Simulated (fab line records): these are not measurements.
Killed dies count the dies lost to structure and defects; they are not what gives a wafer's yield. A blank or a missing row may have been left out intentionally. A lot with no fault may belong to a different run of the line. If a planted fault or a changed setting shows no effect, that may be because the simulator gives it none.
Problem report in the 8D (eight disciplines) form, filled by code | flow sky130 | the parts of the form that need people (team, actions taken, sign-off) are left out

## 1. PROBLEM STATEMENT
Across 6 wafers from 2 lots, SONOS_ONO_OXIDATION_THK at SKY_SONOS_ONO_THK_MEAS_01 averages 2.24 nm, while fault-free wafers read 2.63 nm with a standard deviation of 0.059. Relative to the usual mean, that is a shift of -6.6 standard deviations.
First seen on wafer L792.1, day 14 20:46, on filmMetro-03. Wafers with a number at this step in the record: 33, from 11 lots. Rule for "out", or "out of limits": more than 4 standard deviations from the usual mean. All remaining wafers that have a number are taken as sound.

## 2. WHAT IT IS, WHAT IT ISN'T
question                    | is                      | is not
which readings at this step | SONOS_ONO_OXIDATION_THK | -
which lots                  | L792, L794              | L783, L785, L786, L788, L795, L800, L801, L803, L804
which wafers of those lots  | all that have a number  | -
read on which gauges        | filmMetro-03            | filmMetro-02, filmMetro-04
when                        | from day 14 20:46       | up to then (12 sound wafers); but 15 sound wafers of L795, L800, L801, L803, L804 came after

## 3. THE SUSPECTS, EACH WITH WHAT RULES IT OUT
Counting: a tool at a process step up to the reading stays a suspect if it ran every lot that is out and no sound lot after the first of them.
- the gauge at SKY_SONOS_ONO_THK_MEAS_01: ruled out. All the wafers that are out were read on filmMetro-03, but those of them that SKY_SONOS_ONO_OXIDATION_00 has rows for are out there too, on other tools.
- plasmaAsher-02 at SKY_VT_ADJUST_LVTN_STRIP_09 (strips in O2/N2): ruled out as a lasting fault. Sound lots L804 ran on it after its first lot that is out, L792 (day 9 15:44).
- furnace-01 at SKY_SONOS_ONO_OXIDATION_00 (stabilise 600 s, purge 300 s, target thk 2.6 nm): ruled out as a lasting fault. Sound lots L803 ran on it after its first lot that is out, L792 (day 14 19:25).
Left after counting: nothing in the record.

## 4. THE CAUSE (what the simulator had put in)
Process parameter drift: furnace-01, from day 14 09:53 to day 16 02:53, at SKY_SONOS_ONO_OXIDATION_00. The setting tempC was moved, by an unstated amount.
The count ruled it out by mistake, since the rule takes a fault to strike every lot its tool runs from the start of the fault on, and this one did not do so.

## 5. THE EFFECT CHAIN, in route order
One row per reading whose mean, taken over the struck wafers that have a number, lies over 3 standard deviations from the usual. Only readings whose record carries a usual standard deviation are examined. hours: median over the lots of the time between each lot's start at the first step of this table that gives one and its start at this step. sigmas: the change, counted in usual standard deviations.
hours | step                       | reading                 | usual   | on struck wafers | change | sigmas
0     | SKY_SONOS_ONO_OXIDATION_00 | spikeTcBottomC          | 818.4 C | 808.6            | -9.8   | -9.8
0     | SKY_SONOS_ONO_OXIDATION_00 | spikeTcCentreC          | 800.5 C | 790.0            | -10.5  | -9.5
0     | SKY_SONOS_ONO_OXIDATION_00 | spikeTcLowerC           | 800.0 C | 790.6            | -9.4   | -9.4
0     | SKY_SONOS_ONO_OXIDATION_00 | spikeTcTopC             | 815.3 C | 805.0            | -10.2  | -9.3
0     | SKY_SONOS_ONO_OXIDATION_00 | spikeTcUpperC           | 800.0 C | 788.3            | -11.7  | -6.1
0     | SKY_SONOS_ONO_OXIDATION_00 | tubeCenterTempC         | 800 C   | 790              | -10    | -99 or more
0     | SKY_SONOS_ONO_OXIDATION_00 | tube_center_temp_C_max  | 802.1   | 792.1            | -10.0  | -29
1     | SKY_SONOS_ONO_THK_MEAS_01  | SONOS_ONO_OXIDATION_THK | 2.63 nm | 2.24             | -0.39  | -6.6
Its process steps:
- SKY_SONOS_ONO_OXIDATION_00: stabilise 600 s, purge 300 s, target thk 2.6 nm.
Later measuring or inspecting steps at which every struck wafer that the step has a row for has a number for every such reading, and none has moved that far: SKY_SONOS_ONO_THK_MEAS_03.

## 6. WHAT WOULD HAVE CAUGHT IT SOONER
The first out-of-limits reading at a measuring or inspecting step in this record came at day 14 20:46, 11 hours after the fault's start at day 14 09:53.
Tool's own readings at SKY_SONOS_ONO_OXIDATION_00, spikeTcBottomC, spikeTcCentreC, spikeTcLowerC, spikeTcTopC, spikeTcUpperC, tubeCenterTempC, tube_center_temp_C_max: out on all struck wafers the step has rows for; an alarm limit on them would have tripped on the first.
